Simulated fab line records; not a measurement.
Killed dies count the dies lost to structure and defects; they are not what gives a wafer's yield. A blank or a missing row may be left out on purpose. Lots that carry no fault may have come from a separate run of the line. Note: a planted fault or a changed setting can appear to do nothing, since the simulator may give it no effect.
The same fault as seen by 2 desks ; flow gf180mcu ; every desk sees just its own numbers, and what lay behind them comes last

METROLOGY DESK
Means of the sampled wafers that have a number, per lot and without regard to the tool the lot ran on: this is what the gauges read. If a lot's mean is further than 4 standard deviations from the usual mean, the lot is out of limits and carries the mark OUT (the distance appears in the brackets).
Columns: A = NSD_RS at GF_PSD_RS_MEAS_14, usual 46.11 ohm/sq
lot;first seen here;A
L567;day 14 12:41;46.07
L570;day 15 08:06;46.13
L571;day 15 20:32;46.08
L572;day 16 02:31;46.13
L573;day 16 13:26;46.02
L574;day 16 19:34;46.12
L581;day 19 06:39;46.12
L587;day 21 04:36;48.91 (+38) OUT
L588;day 21 13:55;48.84 (+37) OUT
L589;day 22 10:00;46.19
L590;day 22 13:19;46.07
Per this desk, out of limits: L587, L588; the first was L587, day 21 04:36 (NSD_RS at GF_PSD_RS_MEAS_14). L567, L570, L571, L572, L573, L574, L581, L589, L590: within limits.

AT THE TOOL OWNER'S DESK: implanter-03
For each lot that ran on this tool, the mean over its sampled wafers that have a number, from the tool's own readings at GF_NSD_IMPLANT_10. If a lot's mean is further than 4 standard deviations from the usual mean, the lot is out of limits and carries the mark OUT (the distance appears in the brackets).
Columns: A = beam on s at GF_NSD_IMPLANT_10, usual 10.00 s; B = dose ions cm2 at GF_NSD_IMPLANT_10, usual 5e+14; C = end station pressure torr at GF_NSD_IMPLANT_10, usual 7.3e-06 Torr; D = faraday current uA at GF_NSD_IMPLANT_10, usual 2788
lot;first seen here;A;B;C;D
L567;day 13 15:25;10.08;5e+14;7.2e-06;2768
L570;day 14 10:19;10.05;5e+14;7.6e-06;2775
L574;day 15 20:31;10.17;5e+14;7.1e-06;2742
L587;day 20 04:08;10.13;2e+14 (-99 or more) OUT;6.1e-06;1209 (-27) OUT
L588;day 20 12:41;10.00;2e+14 (-99 or more) OUT;6.1e-06;1224 (-27) OUT
This desk's verdict: out of limits on L587, L588, starting with L587 at day 20 04:08 (dose ions cm2 at GF_NSD_IMPLANT_10). L567, L570, L574: within limits.

TAKEN TOGETHER
At day 20 04:08, on L587, L588, the tool owner's desk was in a position to raise an alarm.
At day 21 04:36 the metrology desk could have sounded an alarm, on L587, L588.
GF_NSD_IMPLANT_10 was run on implanter-03 by each of the lots named.

WHAT HAD BEEN PUT IN BY THE SIMULATOR
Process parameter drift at GF_NSD_IMPLANT_10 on implanter-03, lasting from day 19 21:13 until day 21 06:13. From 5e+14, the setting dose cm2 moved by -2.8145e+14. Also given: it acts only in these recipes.
Shown lots that were struck: L587, L588.
Fault start to first reading out of limits, in hours, per desk: tool owner, 7; metrology, 31.
